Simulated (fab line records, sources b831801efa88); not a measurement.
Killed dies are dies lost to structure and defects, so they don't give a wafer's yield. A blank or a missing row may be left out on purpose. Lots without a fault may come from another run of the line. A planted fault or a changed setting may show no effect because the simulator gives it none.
A struck lot beside a sound one | flow sky130 | 15 steps out of a route of 708
Sound: wafers L862.2, L862.4, L862.5. Struck: wafers L858.1, L858.2, L858.6. The cause comes at the end.
At each step with rows: each side's tool, then ch and its chambers, then its first start. Under that, the readings that differ: sound wafers | struck wafers | difference of the means | sigmas: that difference in standard deviations of wafers without a fault.
alike: readings whose means differ by less than 2 such deviations, and words and numbers that are the same on both sides. not compared: withheld readings, readings that some wafer has no value for, bounds like >300 that may hide the same value, and numbers for which the record gives no deviation and whose values overlap.
The two part at a step that has a row with sigmas, a row that says differs or no value, or rows on one side only. Numbers that don't overlap but have no deviation are shown without sigmas and don't part them. A reading that every wafer of one side lacks parts them only if that side has two wafers or more.

first, 4 steps without rows for these wafers: SKY_VIA2_SOFTBAKE_08 (time 90 s); SKY_VIA2_EXPOSE_09 (exposes mask VIM2, target cd 200 nm); SKY_VIA2_PEB_10; SKY_VIA2_DEVELOP_11 (develop time 60 s).
SKY_VIA2_CD_MEAS_12: target cd 200 nm.
  sound on cd_sem-01, day 40 11:24; struck on cd_sem-01, day 39 14:17
  alike: cd_nm
SKY_VIA2_OVL_MEAS_13:
  sound on overlay-01, day 40 11:31; struck on overlay-01, day 39 14:24
  reading       | sound  | struck    | difference | sigmas
  VIA2_OVL (nm) | 16 7 5 | -7 -17 -9 | -20        | -3
SKY_VIA2_ETCH_14: etches BARC in N2/H2, stops on SiO2, time 45.9 s, target depth 60 nm.
  sound on rie_diel-02 ch 2,3, day 40 11:32; struck on rie_diel-03 ch 0,1, day 39 14:26
  alike: drypump_motor_current_A, oes_product_au, throttle_valve_pct
  not compared: rf_hours_counter_h
SKY_VIA2_ETCH_15: etches SiO2 in C4F8/O2/Ar, stops on TiN, target depth 546 nm, time 84 s.
  sound on rie_diel-02 ch 2,3, day 40 11:35; struck on rie_diel-03 ch 0,1, day 39 14:29
  alike: oes_product_au
  not compared: rf_hours_counter_h
SKY_VIA2_STRIP_16: strips in O2/N2.
  sound on plasma_asher-03 ch 0,1, day 40 11:38; struck on plasma_asher-03 ch 0,1, day 39 14:33
  alike: drypump_motor_current_A, oes_product_au, strip_time_to_endpoint_s
  not compared: rf_hours_counter_h
then, 3 steps without rows for these wafers: SKY_VIA2_STRIP_17 (strips in post etch residue remover, time 1200 s); SKY_VIA2_CLEAN_18 (cleans in IPA, time 180 s); SKY_VIA2_CLEAN_19 (cleans in O3/DIW).
SKY_VIA2_SPUTTER_20: material TiN, target thk 20 nm, time 80 s.
  sound on pvd_sputter-04, day 40 12:16; struck on pvd_sputter-04, day 39 15:08
  no value came back on the struck wafers for cathode_dc_power_W (W), chamber_pressure_pa (Pa), throttle_valve_pct (%); on the sound wafers cathode_dc_power_W (W) reads 4000.4 3999.3 3999.8
SKY_VIA2_CVD_21: deposits W, target thk 420 nm, time 126.4 s.
  sound on cvd_w-01 ch 0,1, day 40 12:20; struck on cvd_w-01 ch 0,1, day 39 15:12
  alike: heater_power_w, susceptor_temp_C
-- the record jumps here: 9 days lie between the struck wafers' starts before and after (it left off in module VIA2 and takes up again in module PAD_OPEN, whose first step shown is number 708 of the route) --
SKY_PAD_OPEN_PROBE_99:
  sound on prober-01, day 49 00:57; struck on prober-02, day 48 10:26
  reading                  | sound          | struck                                        | difference                   | sigmas
  hold                     | - - -          | await_dispo/3.2h/scrap await_dispo/3.2h/scrap | no value on the sound wafers |
  defect_limited_yield (%) | 85.2 80.9 83.1 | 0 0                                           | -83                          | -46
  killed_at_M0_to_M3       | 35 55 49       | 462 451                                       | +410                         | +62
  killed_dies              | 73 94 83       | 492 492                                       | +409                         | +47
  killed_on_rim            | 11 21 19       | 96 96                                         | +79                          | +21
  sort_bin_5_function (%)  | 8.5 11.6 10.6  | 93.5 91.7                                     | +82.4                        | +59
  sort_n_pass              | 419 398 409    | 0 0                                           | -409                         | -47
  sort_yield_pct (%)       | 85.2 80.9 83.1 | 0 0                                           | -83                          | -46
  alike: killed_at_M4_up, killed_at_contacts, killed_at_front_end, killed_at_other, killed_open, killed_short, sort_bin_3_pad_short, sort_bin_6_memory

WHERE THEY PART
First at SKY_VIA2_OVL_MEAS_13; last, within this record, at SKY_PAD_OPEN_PROBE_99.

WHY: what the simulator had put in
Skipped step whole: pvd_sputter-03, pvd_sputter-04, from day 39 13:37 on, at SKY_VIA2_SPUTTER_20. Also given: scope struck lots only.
